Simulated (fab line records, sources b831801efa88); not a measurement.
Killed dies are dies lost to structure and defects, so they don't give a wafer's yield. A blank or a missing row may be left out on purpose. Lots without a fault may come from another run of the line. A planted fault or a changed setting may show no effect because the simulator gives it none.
A struck lot beside a sound one | flow sky130 | 37 steps out of a route of 708
Sound: wafers L811.1, L811.2, L811.6. Struck: wafer L815.3. (L815.2, L815.5 of the same lot were not struck and are left out.) The cause comes at the end.
At each step with rows: each side's tool, then ch and its chambers, then its first start. Under that, the readings that differ: sound wafers | struck wafers | difference of the means | sigmas: that difference in standard deviations of wafers without a fault.
alike: readings whose means differ by less than 2 such deviations, and words and numbers that are the same on both sides. not compared: withheld readings, readings that some wafer has no value for, bounds like >300 that may hide the same value, and numbers for which the record gives no deviation and whose values overlap.
The two part at a step that has a row with sigmas, a row that says differs or no value, or rows on one side only. Numbers that don't overlap but have no deviation are shown without sigmas and don't part them. A reading that every wafer of one side lacks parts them only if that side has two wafers or more.

first, 10 steps without rows for these wafers: SKY_VIA2_CLEAN_18 (cleans in IPA, time 180 s); SKY_VIA2_CLEAN_19 (cleans in O3/DIW); SKY_VIA2_SPUTTER_20 (material TiN, target thk 20 nm, time 80 s); SKY_VIA2_CVD_21 (deposits W, target thk 420 nm, time 126.4 s); SKY_VIA2_CMP_24 (polishes, stops on SiO2, t overpolish 20 s, target thk 0 nm); SKY_METAL3_SPUTTER_00 (material Ti, target thk 15 nm, time 10 s); SKY_METAL3_SPUTTER_01 (material TiN, target thk 20 nm, time 16.7 s); SKY_METAL3_SPUTTER_02 (material AlCu, target thk 735 nm, time 39.1 s); SKY_METAL3_SPUTTER_03 (material Ti, target thk 5 nm, time 3.3 s); SKY_METAL3_SPUTTER_04 (material TiN, target thk 70 nm, time 58.3 s).
SKY_CAPM_CVD_00: deposits SiO2, target thk 15.5 nm.
  sound on pecvd-04 ch 0,1,2, day 38 00:56; struck on pecvd-04 ch 1, day 39 04:20
  reading                               | sound            | struck | difference | sigmas
  model.SiO2_of_CAPM_CVD_00.thk_nm (nm) | 15.61 15.4 15.81 | 11.24  | -4.37      |
  alike: heater_power_outer_w, heater_power_w
SKY_CAPM_THK_MEAS_01:
  sound on film_metro-02, day 38 00:58; struck on film_metro-03, day 39 04:22
  reading              | sound             | struck | difference | sigmas
  CAPM_CVD_00_THK (nm) | 15.62 15.42 15.77 | 11.25  | -4.35      | -20
then, 23 steps without rows for these wafers: SKY_CAPM_SPUTTER_02 (material TiN, target thk 200 nm, time 166.7 s); SKY_CAPM_DEHYDRATE_05 (time 60 s); SKY_CAPM_HMDS_06 (prime time 60 s); SKY_CAPM_COAT_07 (resist thk 1140 nm); SKY_CAPM_SOFTBAKE_08 (time 60 s); SKY_CAPM_EXPOSE_09 (exposes mask CAPM, target cd 1000 nm); SKY_CAPM_PEB_10; SKY_CAPM_DEVELOP_11 (develop time 60 s); SKY_CAPM_METAL_ETCH_13 (etches TiN in Cl2/BCl3, stops on SiO2, target depth 220 nm, time 62.9 s); SKY_CAPM_STRIP_14 (strips in O2/N2); SKY_CAPM_STRIP_15 (strips in post etch residue remover, time 1200 s); SKY_CAPM_CLEAN_16 (cleans in IPA, time 180 s); SKY_CAPM_CLEAN_17 (cleans in O3/DIW); SKY_METAL3_DEHYDRATE_05 (time 60 s); SKY_METAL3_HMDS_06 (prime time 60 s); SKY_METAL3_COAT_07 (resist thk 60 nm); SKY_METAL3_COAT_08 (resist thk 1140 nm); SKY_METAL3_SOFTBAKE_09 (time 90 s); SKY_METAL3_EXPOSE_10 (exposes mask MM3, target cd 300 nm); SKY_METAL3_PEB_11; SKY_METAL3_DEVELOP_12 (develop time 60 s); SKY_METAL3_DESCUM_15 (chemistry O2, time 8 s); SKY_METAL3_ETCH_16 (etches BARC in N2/H2, stops on SiO2, time 88.2 s, target depth 60 nm).
-- the record jumps here: 2 days lie between the struck wafers' starts before and after --
SKY_METAL3_ETCH_17: etches SiO2 in C4F8/O2/Ar, stops on TiN, time 3.9 s, target depth 15 nm.
  sound on rie_diel-03 ch 0,2, day 40 03:20; struck on rie_diel-04 ch 3, day 41 06:05
  reading                  | sound             | struck | difference | sigmas
  oes_product_au (a.u.)    | 0.752 0.751 0.763 | 0.657  | -0.098     | -14
  model.etch.depth_nm (nm) | 15.61 15.4 15.81  | 11.24  | -4.37      |
-- the record jumps here: 7 days lie between the struck wafers' starts before and after (it left off in module METAL3 and takes up again in module PAD_OPEN, whose first step shown is number 708 of the route) --
SKY_PAD_OPEN_PROBE_99:
  sound on prober-01, day 47 01:37; struck on prober-01, day 48 01:34
  reading                               | sound               | struck    | difference | sigmas
  model.etest.tester.sort_n_pass        | 415 422 406         | 40        | -374       |
  model.etest.tester.sort_yield_pct (%) | 84.35 85.77 82.52   | 8.13      | -76.08     |
  model.etest.tester.sort_bin_5_pct (%) | 8.943 8.537 10.16   | 84.96     | +75.75     |
  model.etest.cap_mim.bv_v (V)          | 13.57 13.71 14.56   | 9.772     | -4.175     |
  model.etest.cap_mim.leak_log10_a_cm2  | -8.84 -8.951 -9.057 | -7.615    | +1.334     |
  model.etest.cap_mim.c_ff_um2          | 2.337 2.353 2.297   | 3.233     | +0.904     |
  model.etest.tester.sort_bin_8_pct (%) | 0 0 0               | 2.422e-07 | +2.422e-07 |
  alike: defect_limited_yield, killed_at_M0_to_M3, killed_at_M4_up, killed_at_contacts, killed_at_front_end, killed_at_other, killed_dies, killed_open, killed_short

WHERE THEY PART
First at SKY_CAPM_THK_MEAS_01; last, within this record, at SKY_METAL3_ETCH_17. Later steps at which nothing parts them and some readings are alike: SKY_PAD_OPEN_PROBE_99.

WHY: what the simulator had put in
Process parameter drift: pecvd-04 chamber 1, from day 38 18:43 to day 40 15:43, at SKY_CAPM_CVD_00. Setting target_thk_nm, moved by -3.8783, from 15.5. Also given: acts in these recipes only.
